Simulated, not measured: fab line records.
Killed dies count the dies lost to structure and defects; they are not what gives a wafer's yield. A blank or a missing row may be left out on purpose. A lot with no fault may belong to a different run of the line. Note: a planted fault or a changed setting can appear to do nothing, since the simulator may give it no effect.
The same fault as seen by 2 desks / flow sky130 / each desk has only its own numbers; what lay behind them comes last

TOOL OWNER'S DESK, implanter-02
SKY_NWELL_IMPLANT_11, tool's own readings: per-lot mean of the sampled wafers with a number, covering each lot this tool ran. The brackets show how far a lot's mean lies from the usual mean; more than 4 standard deviations puts the lot out of limits, marked OUT.
Columns: A = beamEnergyKeV at SKY_NWELL_IMPLANT_11, usual 400.01; B = doseIonsCm2 at SKY_NWELL_IMPLANT_11, usual 1.8993e+13; C = faradayCurrentUA at SKY_NWELL_IMPLANT_11, usual 107.3
lot=L120; first seen here=day 6 02:32; A=400.10; B=1.8980e+13; C=107.8
lot=L121; first seen here=day 6 07:05; A=400.07; B=1.9000e+13; C=106.9
lot=L122; first seen here=day 6 07:34; A=399.94; B=2.7089e+13 (+99 or more) OUT; C=153.0 (+20) OUT
lot=L128; first seen here=day 7 16:49; A=399.96; B=2.7104e+13 (+99 or more) OUT; C=151.4 (+19) OUT
lot=L137; first seen here=day 10 02:38; A=399.96; B=1.8961e+13; C=105.4
lot=L138; first seen here=day 10 06:13; A=399.89; B=1.9007e+13; C=108.0
This desk's finding: out of limits on L122, L128; first on L122, day 6 07:34 (doseIonsCm2 at SKY_NWELL_IMPLANT_11). L120, L121, L137, L138 stayed within limits.

FROM THE METROLOGY DESK
What the gauges read for every lot (on any tool): the sampled wafers with a number, averaged. The brackets show how far a lot's mean lies from the usual mean; more than 4 standard deviations puts the lot out of limits, marked OUT.
Columns: A = NWELL_TW at SKY_NWELL_TW_MEAS_15, usual 1808; B = NWELL_RS at SKY_NWELL_RS_MEAS_29, usual 624.5 ohm/sq; C = VT_ADJUST_NCORE_TW at SKY_VT_ADJUST_NCORE_TW_MEAS_11, usual 217.7
lot=L119; first seen here=day 5 18:46; A=1805; B=622.3; C=214.1
lot=L120; first seen here=day 6 03:04; A=1779; B=626.8; C=217.3
lot=L121; first seen here=day 6 07:38; A=1805; B=626.0; C=215.1
lot=L123; first seen here=day 6 12:14; A=1785; B=624.5; C=220.7
lot=L122; first seen here=day 6 13:49; A=2007 (+11) OUT; B=516.5 (-64) OUT; C=220.3
lot=L126; first seen here=day 7 04:44; A=1797; B=622.3; C=217.4
lot=L128; first seen here=day 7 17:22; A=2052 (+14) OUT; B=517.2 (-63) OUT; C=217.6
lot=L132; first seen here=day 8 21:20; A=1816; B=623.8; C=216.2
lot=L134; first seen here=day 9 07:50; A=1815; B=625.5; C=218.0
lot=L137; first seen here=day 10 03:11; A=1786; B=624.3; C=216.6
lot=L138; first seen here=day 10 06:46; A=1831; B=624.5; C=222.5
This desk's result: L122, L128 out of limits, first on L122 (NWELL_TW at SKY_NWELL_TW_MEAS_15), day 6 13:49. L119, L120, L121, L123, L126, L132, L134, L137, L138 stayed within limits.

PUT TOGETHER
On L122, L128, at day 6 07:34, an alarm was possible from the tool owner's desk.
The metrology desk could have raised an alarm at day 6 13:49, on L122, L128.
Every lot named ran SKY_NWELL_IMPLANT_11 on implanter-02.

WHAT HAD BEEN PUT IN BY THE SIMULATOR
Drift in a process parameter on implanter-02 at SKY_NWELL_IMPLANT_11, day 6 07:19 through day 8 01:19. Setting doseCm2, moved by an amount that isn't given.
Shown lots that were struck: L122, L128.
Fault start to first reading out of limits, in hours, per desk: tool owner, 0; metrology, 7.
